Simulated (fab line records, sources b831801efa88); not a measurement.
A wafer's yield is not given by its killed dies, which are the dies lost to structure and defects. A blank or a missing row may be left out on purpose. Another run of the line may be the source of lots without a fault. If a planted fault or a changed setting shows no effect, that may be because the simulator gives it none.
fab line records -- flow sky130
[record] lots = 13, wafers = 39, last_day = 50
route steps=708 shown FIELD_ISO@15 POLY_GATE@223 LDD_HVN@274 RES_XHIGH@360 PAD_OPEN@708
lots that met no fault: taken from a fault-free run of the same line
start_h: hours from the record's opening day to when the first of the lot's shown wafers began -- wait_h: hours since the lot's step before -- " the same as in the row above -- L1.1+2: a row that stands for several wafers -- - no value, or no start given -- * or withheld: withheld -- < > ~ a bound
route shown NAME@n: NAME is a module with steps in the file, n the number in the route of the first one -- usual: the fault-free wafers' mean and standard deviation -- same: alike in all rows -- chamber/n: place in a boat -- sites: each site's reading -- _std_site: the values' standard deviation -- _edge_site: the outer-site mean with the inner-site mean subtracted -- radius_mm: for every site, how far away it sits from the centre of the wafer -- mask NAME#n: copy n -- behind: the last tool/chamber to shape the wafer -- hold: the reason the lot was held/the length of the hold in hours/how it ended -- device: whichever transistor did not switch (one of n, p or np) -- end of line: at the end of the route, the tests of the same wafers -- step lacking rows: just its recipe -- killed: count of dies lost to structure and defects at first sort (not the wafer's yield) -- map: per-die view of a wafer (x killed, . not killed, _ where there is no die)
set.NAME: the setting the step ran with; set.NAME@STEP: the setting that earlier step ran with -- model.NAME: the simulator's own value behind a step, which no gauge read
one table for each step of the route and one row for each wafer, over a sample of lots
services: the hour from which a tool's chamber was out of use, counted from the record's first day as start_h (under 0 if before that day), plus the number of hours and why
[[steps]]
[step SKY_FIELD_ISO_ETCH_14]
[recipe] chemistry = N2/H2, target = BARC, ion_energy_ev = 200, source_w = 500, bias_w = 100, pressure_mtorr = 30, n2_flow_sccm = 100, h2_flow_sccm = 200, stop_on = SiO2, time_s = 45.9, target_depth_a = 600
[usual] drypump_motor_current_A = 5.7/0.47, oes_product_au = 0.855/0.0049, throttle_valve_pct = 13.225/0.0083
lot.wafer,tool,chamber,start_h,wait_h,drypump_motor_current_A,oes_product_au,rf_hours_counter_h,throttle_valve_pct
L989.1,rie_diel-03,1,30.39,0.1,4.9,0.851,65,13.220
L989.4,rie_diel-03,0,30.39,0.1,6.2,0.859,16,13.229
L989.5,rie_diel-03,0,30.39,0.1,6.3,0.856,-,13.223
L991.1,rie_diel-04,1,38.84,0.1,5.4,0.854,127,13.235
L991.3,rie_diel-04,0,38.84,0.1,5.1,0.851,71,13.220
L991.6,rie_diel-04,2,38.84,0.1,5.8,0.855,-,13.228
L994.1,rie_diel-01,1,57.28,0.1,5.2,0.860,2,13.217
L994.2,rie_diel-01,2,57.28,0.1,5.1,0.856,152,13.216
L994.4,rie_diel-01,0,57.28,0.1,5.9,0.851,4,13.223
L100.3,rie_diel-01,2,85.98,0.1,5.1,0.854,152,13.219
L100.4,rie_diel-01,1,85.98,0.1,5.2,0.855,3,13.226
L100.5,rie_diel-01,0,85.98,0.1,5.9,0.856,-,13.235
L101.1,rie_diel-03,0,93.30,0.1,6.2,0.858,18,13.228
L101.2,rie_diel-03,3,93.30,0.1,5.7,0.848,93,13.215
L101.4,rie_diel-03,0,93.30,0.1,6.2,0.852,-,13.248
L102.1,rie_diel-04,0,95.79,0.1,5.1,0.862,73,13.230
L102.3,rie_diel-04,1,95.79,0.1,5.4,0.854,129,13.244
L102.6,rie_diel-04,0,95.79,0.1,5.1,0.859,-,13.212
L103.1,rie_diel-04,1,102.38,0.1,5.4,0.861,129,13.222
L103.3,rie_diel-04,3,102.38,0.1,6.3,0.857,56,13.223
L103.6,rie_diel-04,0,102.38,0.1,5.1,0.858,-,13.232
L106.1,rie_diel-01,2,119.53,0.1,5.1,0.856,153,13.223
L106.3,rie_diel-01,3,119.53,0.1,6.1,0.857,2,13.229
L106.5,rie_diel-01,0,119.53,0.1,5.9,0.854,-,13.221
L107.1,rie_diel-03,3,122.93,0.1,5.6,0.854,94,13.209
L107.2,rie_diel-03,1,122.93,0.1,4.9,0.851,67,13.228
L107.5,rie_diel-03,2,122.93,0.1,6.3,0.852,-,13.219
L109.3,rie_diel-03,1,133.85,0.1,4.9,0.864,67,13.228
L109.4,rie_diel-03,2,133.85,0.1,6.2,0.852,138,13.218
L109.5,rie_diel-03,0,133.85,0.1,6.2,0.859,-,13.227
L110.2,rie_diel-01,3,138.83,0.1,6.1,0.856,3,13.234
L110.3,rie_diel-01,1,138.83,0.1,5.2,0.854,4,13.231
L110.6,rie_diel-01,0,138.83,0.1,5.9,0.853,-,13.223
L111.1,rie_diel-03,3,145.28,0.1,5.6,0.852,95,13.230
L111.3,rie_diel-03,0,145.28,0.1,6.2,0.858,19,13.208
L111.6,rie_diel-03,0,145.28,0.1,6.2,0.855,-,13.222
L112.2,rie_diel-04,3,148.28,0.1,6.2,0.851,57,13.216
L112.3,rie_diel-04,0,148.28,0.1,5.1,0.865,74,13.226
L112.4,rie_diel-04,1,148.28,0.1,5.4,0.861,-,13.212
[step SKY_POLY_GATE_SOFTBAKE_09]
[recipe] temp_c = 100, time_s = 90, resist = KrF-thick
[usual] heater_power_total_W = 57.34/0.11, resist_line_temp_C = 23.02/0.098, run_length_s = 119.18/0.19
lot.wafer,tool,chamber,start_h,wait_h,heater_power_total_W,resist_line_temp_C,run_length_s
L989.1,litho_track-04,0,353,-,57.16,23.10,119.18
L989.4,litho_track-04,0,353,-,57.41,23.04,119.24
L989.5,litho_track-04,0,353,-,57.44,23.07,119.04
L991.1,litho_track-03,0,373,-,57.28,23.02,118.89
L991.3,litho_track-03,0,373,-,57.52,23.06,119.06
L991.6,litho_track-03,0,373,-,57.23,22.99,118.81
L994.1,litho_track-04,0,401,-,57.24,22.98,119.14
L994.2,litho_track-04,0,401,-,57.42,22.80,119.13
L994.4,litho_track-04,0,401,-,57.35,23.06,119.36
L100.3,litho_track-01,0,458,-,61.80,23.10,100.77
L100.4,litho_track-01,0,458,-,62.05,22.93,100.36
L100.5,litho_track-01,0,459,-,61.84,22.77,100.53
L101.1,litho_track-01,0,464,-,62.01,23.19,100.58
L101.2,litho_track-01,0,464,-,61.71,22.97,100.38
L101.4,litho_track-01,0,464,-,61.73,23.03,100.51
L102.1,litho_track-01,0,472,-,62.13,23.08,100.50
L102.3,litho_track-01,0,472,-,62.20,23.04,100.50
L102.6,litho_track-01,0,472,-,61.86,23.01,100.56
L103.1,litho_track-04,0,476,-,57.11,22.82,119.11
L103.3,litho_track-04,0,476,-,57.27,23.04,119.27
L103.6,litho_track-04,0,477,-,57.39,23.07,119.22
L107.1,litho_track-04,0,506,-,57.50,22.94,119.37
L107.2,litho_track-04,0,506,-,57.17,22.73,119.32
L107.5,litho_track-04,0,506,-,57.31,22.92,119.05
L106.1,litho_track-04,0,508,-,57.37,23.12,119.36
L106.3,litho_track-04,0,508,-,57.46,23.00,119.18
L106.5,litho_track-04,0,509,-,57.21,22.98,119.30
L109.3,litho_track-03,0,534,-,57.20,22.96,119.19
L109.4,litho_track-03,0,534,-,57.19,23.03,119.03
L109.5,litho_track-03,0,534,-,57.19,23.08,119.00
L110.2,litho_track-04,0,546,-,57.30,22.97,119.22
L110.3,litho_track-04,0,546,-,57.23,22.98,119.07
L110.6,litho_track-04,0,546,-,57.32,23.07,119.07
L111.1,litho_track-01,0,550,-,57.59,23.12,119.27
L111.3,litho_track-01,0,550,-,57.36,22.90,119.36
L111.6,litho_track-01,0,550,-,57.23,23.06,119.42
L112.2,litho_track-01,0,562,-,57.50,22.85,119.22
L112.3,litho_track-01,0,562,-,57.32,22.86,119.25
L112.4,litho_track-01,0,562,-,57.40,22.87,119.33
[step SKY_LDD_HVN_OVL_MEAS_07]
[usual] LDD_HVN_OVL = 1.2/1.6
lot.wafer,tool,chamber,start_h,wait_h,LDD_HVN_OVL[nm]
L989.1,overlay-02,-,459.62,0.1,2.5
L989.4,overlay-02,-,459.62,0.1,1.9
L989.5,overlay-02,-,459.62,0.1,1.1
L991.1,overlay-02,-,482.12,0.1,-0.9
L991.3,overlay-02,-,482.12,0.1,0.1
L991.6,overlay-02,-,482.12,0.1,-0.1
L994.1,overlay-02,-,511.67,0.1,0.7
L994.2,overlay-02,-,511.67,0.1,0.7
L994.4,overlay-02,-,511.67,0.1,-0.4
L100.3,overlay-01,-,567.48,0.1,-0.4
L100.4,overlay-01,-,567.48,0.1,-0.5
L100.5,overlay-01,-,567.48,0.1,0.6
L101.1,overlay-02,-,575.17,0.1,0.3
L101.2,overlay-02,-,575.17,0.1,0.9
L101.4,overlay-02,-,575.17,0.1,2.0
L102.1,overlay-02,-,580.41,0.1,-0.2
L102.3,overlay-02,-,580.41,0.1,-1.4
L102.6,overlay-02,-,580.41,0.1,-3.1
L103.1,overlay-01,-,585.02,0.1,1.4
L103.3,overlay-01,-,585.02,0.1,1.2
L103.6,overlay-01,-,585.02,0.1,0.3
L107.1,overlay-02,-,616.02,0.1,0.6
L107.2,overlay-02,-,616.02,0.1,0.4
L107.5,overlay-02,-,616.02,0.1,0.4
L106.1,overlay-01,-,616.92,0.1,-0.7
L106.3,overlay-01,-,616.92,0.1,-1.5
L106.5,overlay-01,-,616.92,0.1,0.0
L109.3,overlay-01,-,640.68,0.1,2.9
L109.4,overlay-01,-,640.68,0.1,2.4
L109.5,overlay-01,-,640.68,0.1,3.9
L110.2,overlay-01,-,651.18,0.1,1.6
L110.3,overlay-01,-,651.18,0.1,0.6
L110.6,overlay-01,-,651.18,0.1,1.2
L111.1,overlay-01,-,657.26,0.1,0.5
L111.3,overlay-01,-,657.26,0.1,1.1
L111.6,overlay-01,-,657.26,0.1,3.0
L112.2,overlay-02,-,667.96,0.1,2.4
L112.3,overlay-02,-,667.96,0.1,2.9
L112.4,overlay-02,-,667.96,0.1,1.9
[step SKY_SD_N_RS_MEAS_18]
[recipe] thk_meas_gauge = four-point-probe
[usual] RES_XHIGH_RS = 333.4/1.3
lot.wafer,tool,chamber,start_h,wait_h,RES_XHIGH_RS[ohm/sq]
L989.1,film_metro-01,-,641.99,0.1,334.0
L989.4,film_metro-01,-,641.99,0.1,334.4
L989.5,film_metro-01,-,641.99,0.1,334.9
L991.1,film_metro-01,-,665.32,0.1,332.1
L991.3,film_metro-01,-,665.32,0.1,332.6
L991.6,film_metro-01,-,665.32,0.1,332.2
L994.1,film_metro-03,-,691.20,0.1,333.6
L994.2,film_metro-03,-,691.20,0.1,333.5
L994.4,film_metro-03,-,691.20,0.1,333.9
L100.3,film_metro-03,-,741.65,0.1,334.3
L100.4,film_metro-03,-,741.65,0.1,333.2
L100.5,film_metro-03,-,741.65,0.1,332.4
L101.1,film_metro-01,-,749.94,0.1,331.7
L101.2,film_metro-01,-,749.94,0.1,332.1
L101.4,film_metro-01,-,749.94,0.1,332.9
L102.1,film_metro-04,-,754.71,0.1,334.0
L102.3,film_metro-04,-,754.71,0.1,333.9
L102.6,film_metro-04,-,754.71,0.1,333.7
L103.1,film_metro-03,-,758.77,0.1,334.1
L103.3,film_metro-03,-,758.77,0.1,332.9
L103.6,film_metro-03,-,758.77,0.1,333.4
L107.1,film_metro-01,-,786.79,0.1,330.2
L107.2,film_metro-01,-,786.79,0.1,330.9
L107.5,film_metro-01,-,786.79,0.1,331.1
L106.1,film_metro-04,-,787.20,0.1,333.7
L106.3,film_metro-04,-,787.20,0.1,334.0
L106.5,film_metro-04,-,787.20,0.1,333.1
L109.3,film_metro-03,-,810.39,0.1,333.7
L109.4,film_metro-03,-,810.39,0.1,333.6
L109.5,film_metro-03,-,810.39,0.1,333.8
L110.2,film_metro-01,-,820.01,0.1,333.5
L110.3,film_metro-01,-,820.01,0.1,332.1
L110.6,film_metro-01,-,820.01,0.1,332.9
L111.1,film_metro-03,-,824.69,0.1,334.1
L111.3,film_metro-03,-,824.69,0.1,334.7
L111.6,film_metro-03,-,824.69,0.1,334.1
L112.2,film_metro-04,-,834.83,0.1,336.6
L112.3,film_metro-04,-,834.83,0.1,335.2
L112.4,film_metro-04,-,834.83,0.1,334.4
[step SKY_PAD_OPEN_PROBE_99]
[usual] killed_at_M0_to_M3 = 43/7.1, killed_at_M4_up = 3.1/1.7, killed_at_contacts = 23/5.1, killed_at_front_end = 14/4.4, killed_at_other = 0.3/0.47, killed_dies = 84/9.9, killed_open = 45/6.6, killed_short = 38/6.8
[same] gross_dies = 492, killed_at_back_side = 0
lot.wafer,tool,chamber,start_h,wait_h,killed_at_M0_to_M3,killed_at_M4_up,killed_at_contacts,killed_at_front_end,killed_at_other,killed_dies,killed_open,killed_short
L991.1,prober-02,-,1091.95,0.1,43,1,23,10,0,77,50,27
L991.3,prober-02,-,1092.05,0.2,43,1,22,23,1,90,52,38
L991.6,prober-02,-,1092.20,0.2,41,1,23,26,1,92,47,45
L100.3,prober-02,-,1143.90,0.2,36,4,20,19,0,79,43,36
L100.4,prober-02,-,1143.95,0.2,54,5,25,19,0,103,57,46
L100.5,prober-02,-,1144.00,0.2,50,3,24,9,0,86,41,45
L102.1,prober-02,-,1155.94,0.1,41,3,26,15,0,85,51,34
L102.3,prober-02,-,1156.04,0.2,38,1,28,18,1,86,41,45
L102.6,prober-02,-,1156.19,0.2,41,1,24,11,0,77,41,36
L103.1,prober-01,-,1158.85,0.1,45,1,16,14,0,76,46,30
L103.3,prober-01,-,1158.95,0.2,43,3,22,12,1,81,43,38
L103.6,prober-01,-,1159.10,0.2,58,1,23,19,1,102,60,42
L107.1,prober-02,-,1175.85,0.1,39,3,22,18,0,82,43,39
L107.2,prober-02,-,1175.90,0.1,42,2,21,14,1,80,47,33
L107.5,prober-02,-,1176.05,0.2,40,1,24,15,0,80,55,25
L106.1,prober-01,-,1178.18,0.1,52,3,28,13,0,96,57,39
L106.3,prober-01,-,1178.28,0.2,47,3,20,9,0,79,48,31
L106.5,prober-01,-,1178.38,0.2,37,5,23,11,0,76,37,39
L109.3,prober-01,-,1187.15,0.2,41,4,16,10,1,72,38,34
L109.4,prober-01,-,1187.20,0.2,45,3,16,11,0,75,43,32
L109.5,prober-01,-,1187.25,0.2,37,3,25,14,0,79,47,32
L111.1,prober-01,-,1198.20,0.1,61,6,27,23,0,117,63,54
L111.3,prober-01,-,1198.30,0.2,41,2,24,6,0,73,41,32
L111.6,prober-01,-,1198.45,0.2,48,4,33,13,0,98,54,44
// killed by level:class
L991.1 METAL2:geometric_particle:short=10 VIA1:geometric_particle:open=9 LI_CONTACT:geometric_particle:open=8 CONTACT:geometric_particle:open=8 VIA2:geometric_particle:open=7 VIA3:geometric_particle:open=7 POLY_GATE:geometric_particle:open=4 LOCAL_INTERCONNECT:geometric_particle:short=4
L991.3 VIA1:geometric_particle:open=17 FIELD_ISO:geometric_particle:open=6 LI_CONTACT:geometric_particle:open=6 FIELD_ISO:geometric_particle:short=5 CONTACT:geometric_particle:open=5 VIA3:geometric_particle:open=5 POLY_GATE:geometric_particle:short=4 POLY_GATE:geometric_particle:open=4
L991.6 VIA1:geometric_particle:open=14 LOCAL_INTERCONNECT:geometric_particle:short=8 CONTACT:geometric_particle:short=7 FIELD_ISO:geometric_particle:short=6 VIA1:geometric_particle:short=6 CONTACT:geometric_particle:open=5 VIA3:geometric_particle:open=5 FIELD_ISO:geometric_particle:open=4
L100.3 VIA1:geometric_particle:open=9 VIA2:geometric_particle:open=7 POLY_GATE:geometric_particle:short=6 POLY_GATE:geometric_particle:open=6 CONTACT:geometric_particle:open=6 METAL1:geometric_particle:short=5 FIELD_ISO:geometric_particle:short=4 CONTACT:geometric_particle:short=4
L100.4 VIA1:geometric_particle:open=11 VIA2:geometric_particle:open=10 LI_CONTACT:geometric_particle:open=9 METAL2:geometric_particle:short=8 METAL3:geometric_particle:short=7 FIELD_ISO:geometric_particle:short=6 POLY_GATE:geometric_particle:open=5 CONTACT:geometric_particle:open=5
L100.5 VIA1:geometric_particle:open=13 METAL1:geometric_particle:short=11 CONTACT:geometric_particle:short=8 CONTACT:geometric_particle:open=8 VIA2:geometric_particle:open=7 LI_CONTACT:geometric_particle:open=4 METAL2:geometric_particle:short=4 VIA2:geometric_particle:short=4
L102.1 VIA1:geometric_particle:open=13 CONTACT:geometric_particle:open=10 VIA3:geometric_particle:open=7 CONTACT:geometric_particle:short=5 VIA1:geometric_particle:short=5 VIA2:geometric_particle:open=5 POLY_GATE:geometric_particle:open=4 LI_CONTACT:geometric_particle:open=4
L102.3 CONTACT:geometric_particle:open=13 VIA1:geometric_particle:open=8 METAL2:geometric_particle:short=7 CONTACT:geometric_particle:short=6 METAL1:geometric_particle:short=6 POLY_GATE:geometric_particle:short=5 LOCAL_INTERCONNECT:geometric_particle:short=5 VIA3:geometric_particle:open=5
L102.6 VIA1:geometric_particle:open=8 CONTACT:geometric_particle:short=7 METAL1:geometric_particle:short=7 VIA1:geometric_particle:short=7 VIA2:geometric_particle:open=7 CONTACT:geometric_particle:open=6 LI_CONTACT:geometric_particle:open=5 VIA3:geometric_particle:open=5
L103.1 VIA1:geometric_particle:open=13 VIA2:geometric_particle:open=7 VIA3:geometric_particle:open=7 LI_CONTACT:geometric_particle:open=6 METAL1:geometric_particle:short=6 POLY_GATE:geometric_particle:open=5 METAL2:geometric_particle:short=5 CONTACT:geometric_particle:short=4
L103.3 VIA1:geometric_particle:open=15 CONTACT:geometric_particle:open=8 VIA1:geometric_particle:short=7 POLY_GATE:geometric_particle:short=6 METAL1:geometric_particle:short=5 VIA2:geometric_particle:open=5 POLY_GATE:geometric_particle:open=4 LI_CONTACT:geometric_particle:open=4
L103.6 VIA1:geometric_particle:open=14 CONTACT:geometric_particle:open=10 LI_CONTACT:geometric_particle:open=7 VIA2:geometric_particle:open=7 METAL2:geometric_particle:short=6 VIA3:geometric_particle:open=6 FIELD_ISO:geometric_particle:short=5 VIA2:geometric_particle:short=5
L107.1 VIA1:geometric_particle:open=11 CONTACT:geometric_particle:open=7 LOCAL_INTERCONNECT:geometric_particle:short=6 FIELD_ISO:geometric_particle:short=5 POLY_GATE:geometric_particle:short=4 LI_CONTACT:geometric_particle:open=4 CONTACT:geometric_particle:short=4 VIA1:geometric_particle:short=4
L107.2 VIA1:geometric_particle:open=9 VIA3:geometric_particle:open=8 LI_CONTACT:geometric_particle:open=7 POLY_GATE:geometric_particle:open=5 CONTACT:geometric_particle:open=5 METAL2:geometric_particle:short=4 SPACER:geometric_particle:short=4 METAL1:geometric_particle:short=4
L107.5 VIA1:geometric_particle:open=14 CONTACT:geometric_particle:open=11 VIA2:geometric_particle:open=10 FIELD_ISO:geometric_particle:open=5 LI_CONTACT:geometric_particle:open=5 LOCAL_INTERCONNECT:geometric_particle:short=4 FIELD_ISO:geometric_particle:short=3 VIA3:geometric_particle:short=3
L106.1 VIA1:geometric_particle:open=15 CONTACT:geometric_particle:short=10 CONTACT:geometric_particle:open=9 VIA2:geometric_particle:open=6 VIA3:geometric_particle:open=6 METAL3:geometric_particle:short=5 POLY_GATE:geometric_particle:open=4 LI_CONTACT:geometric_particle:open=4
L106.3 VIA3:geometric_particle:open=12 VIA1:geometric_particle:open=8 CONTACT:geometric_particle:open=7 VIA3:geometric_particle:short=7 LI_CONTACT:geometric_particle:open=6 VIA1:geometric_particle:short=5 METAL2:geometric_particle:short=4 VIA2:geometric_particle:short=4
L106.5 LI_CONTACT:geometric_particle:open=7 VIA3:geometric_particle:open=7 VIA2:geometric_particle:open=7 METAL1:geometric_particle:short=6 CONTACT:geometric_particle:short=6 CONTACT:geometric_particle:open=6 METAL4:geometric_particle:short=5 VIA3:geometric_particle:short=4
L109.3 VIA1:geometric_particle:open=9 METAL2:geometric_particle:short=9 VIA3:geometric_particle:open=6 VIA2:geometric_particle:open=5 CONTACT:geometric_particle:open=4 LI_CONTACT:geometric_particle:open=3 LOCAL_INTERCONNECT:geometric_particle:short=3 CONTACT:geometric_particle:short=3
L109.4 VIA1:geometric_particle:short=9 VIA2:geometric_particle:open=7 VIA1:geometric_particle:open=7 VIA3:geometric_particle:open=6 LI_CONTACT:geometric_particle:open=5 CONTACT:geometric_particle:open=5 FIELD_ISO:geometric_particle:open=4 VIA2:geometric_particle:short=3
L109.5 VIA1:geometric_particle:open=9 VIA2:geometric_particle:open=8 POLY_GATE:geometric_particle:open=7 CONTACT:geometric_particle:short=6 CONTACT:geometric_particle:open=6 VIA3:geometric_particle:open=6 LI_CONTACT:geometric_particle:open=5 LI_CONTACT:geometric_particle:short=5
L111.1 VIA1:geometric_particle:open=11 CONTACT:geometric_particle:open=9 LI_CONTACT:geometric_particle:open=9 VIA3:geometric_particle:open=9 METAL2:geometric_particle:short=9 VIA1:geometric_particle:short=8 CONTACT:geometric_particle:short=8 VIA2:geometric_particle:open=7
L111.3 VIA3:geometric_particle:open=10 VIA1:geometric_particle:open=9 METAL1:geometric_particle:short=7 CONTACT:geometric_particle:short=6 CONTACT:geometric_particle:open=6 VIA2:geometric_particle:open=6 LI_CONTACT:geometric_particle:short=4 LI_CONTACT:geometric_particle:open=3
L111.6 CONTACT:geometric_particle:open=12 LI_CONTACT:geometric_particle:open=10 VIA1:geometric_particle:open=9 VIA1:geometric_particle:short=7 FIELD_ISO:geometric_particle:short=6 METAL2:geometric_particle:short=6 VIA3:geometric_particle:open=6 VIA2:geometric_particle:open=5
[[services]]
tool,chamber,start_h,hours,kind
rie_diel-03,2,47.77,70.9,repair
rie_diel-03,1,49.34,4.9,repair
rie_diel-01,1,72.07,8.2,repair
rie_diel-01,-,78.16,1.2,repair
rie_diel-01,3,87.51,5.5,repair
rie_diel-03,1,103.94,11.4,repair
rie_diel-04,0,118.79,7.1,repair
rie_diel-03,-,128.52,2.8,pm
rie_diel-04,0,160.25,14.6,repair
rie_diel-01,2,180.68,1.3,repair
rie_diel-03,2,206.31,11.4,repair
rie_diel-03,2,231.19,-,clean
rie_diel-04,3,236.03,8.9,repair
rie_diel-01,-,237.65,1.5,repair
rie_diel-01,2,246.50,5.0,repair
rie_diel-01,-,275.98,0.7,repair
rie_diel-04,0,315.97,10.9,repair
rie_diel-01,1,325.71,2.8,repair
rie_diel-03,-,333.76,0.3,repair
rie_diel-04,1,335.72,3.6,repair
rie_diel-04,2,369.65,1.3,repair
rie_diel-04,-,370.78,2.8,pm
rie_diel-04,-,380.60,14.6,pm
rie_diel-01,-,424.49,2.8,pm
[[key]]
[first_sign] step = SKY_POLY_GATE_SOFTBAKE_09, reading = run_length_s, direction = down, sigmas = 98, usual = *, struck = *
[effect] step = SKY_POLY_GATE_SOFTBAKE_09, reading = heater_power_total_W, direction = up, sigmas = 40, usual = *, struck = *
met_at SKY_POLY_GATE_SOFTBAKE_09
struck_lots L100,L101,L102
tester_left_out L100,L101,L102
not_acting_at SKY_FIELD_ISO_ETCH_14,SKY_LDD_HVN_OVL_MEAS_07,SKY_SD_N_RS_MEAS_18
[fault] kind = process_parameter_drift, tool = litho_track-01, chamber = -, onset_h = 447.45, steps = SKY_POLY_GATE_SOFTBAKE_09, channel = time_s, offset = *, shape = step, end_h = 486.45, acts_in = *, stated = *
// tester_left_out: of these lots the tester's yield and bins aren't shown, on N5 and GAA mostly nor the transistor test; their killed dies are dies lost to structure and defects alone, not to doping, threshold or leakage, so they don't give the yield
